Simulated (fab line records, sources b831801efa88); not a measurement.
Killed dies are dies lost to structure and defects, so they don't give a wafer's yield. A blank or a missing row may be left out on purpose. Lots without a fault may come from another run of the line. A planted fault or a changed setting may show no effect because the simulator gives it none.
A struck lot beside a sound one | flow sfq_line | 11 steps out of a route of 325
Sound: wafers L112.3, L112.4, L112.5. Struck: wafer L126.3. (L126.4 of the same lot was not struck and is left out.) The cause comes at the end.
At each step with rows: each side's tool, then ch and its chambers, then its first start. Under that, the readings that differ: sound wafers | struck wafers | difference of the means | sigmas: that difference in standard deviations of wafers without a fault.
alike: readings whose means differ by less than 2 such deviations, and words and numbers that are the same on both sides. not compared: withheld readings, readings that some wafer has no value for, bounds like >300 that may hide the same value, and numbers for which the record gives no deviation and whose values overlap.
The two part at a step that has a row with sigmas, a row that says differs or no value, or rows on one side only. Numbers that don't overlap but have no deviation are shown without sigmas and don't part them. A reading that every wafer of one side lacks parts them only if that side has two wafers or more.

SFQ_INCOMING_BOW_MEAS_900:
  sound on film_metro-01, day 1 15:02; struck on film_metro-02, day 4 13:02
  alike: INCOMING_BOW
then, 1 step without rows for these wafers: SFQ_TRILAYER_INCOMING_OXIDATION_002 (target thk 500 nm, ox time 4939 s).
SFQ_TRILAYER_L0_DEP_SPUTTER_003: material MoNx KI, target thk 40 nm, time 100 s.
  sound on pvd_sputter-05, day 1 17:29; struck on pvd_sputter-05, day 4 15:29
  alike: throttle_valve_pct
SFQ_L0_RS_MEAS_901: measures by four-point-probe.
  sound on film_metro-03, day 1 17:36; struck on film_metro-03, day 4 15:36
  alike: L0_MONX_KI_RS
SFQ_L0_THK_MEAS_902: measures by xrf.
  sound on film_metro-03, day 1 17:42; struck on film_metro-03, day 4 15:42
  alike: L0_MONX_KI_THK
then, 4 steps without rows for these wafers: SFQ_TRILAYER_L0_LITHO_COAT_010 (resist thk 62 nm); SFQ_TRILAYER_L0_LITHO_COAT_005 (resist thk 600 nm); SFQ_TRILAYER_L0_LITHO_SOFTBAKE_009; SFQ_TRILAYER_L0_LITHO_EXPOSE_006 (exposes mask L0, target cd 2000 nm).
SFQ_TRILAYER_L0_LITHO_PEB_008: peb time 60 s.
  sound on litho_track-01 ch 0, day 3 06:02; struck on litho_track-02 ch 0, day 6 09:57
  reading                  | sound             | struck | difference | sigmas
  heater_power_total_W (W) | 79.14 79.22 79.15 | 80.16  | +0.99      | +16
  alike: chill_plate_temp_C
  not compared: plate_temp_C
then, 1 step without rows for these wafers: SFQ_TRILAYER_L0_LITHO_DEVELOP_007 (time 60 s).

WHERE THEY PART
Only at SFQ_TRILAYER_L0_LITHO_PEB_008, within this record.

WHY: what the simulator had put in
Process parameter drift: litho_track-02, from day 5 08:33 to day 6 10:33, at SFQ_TRILAYER_L0_LITHO_PEB_008. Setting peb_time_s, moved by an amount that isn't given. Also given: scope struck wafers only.
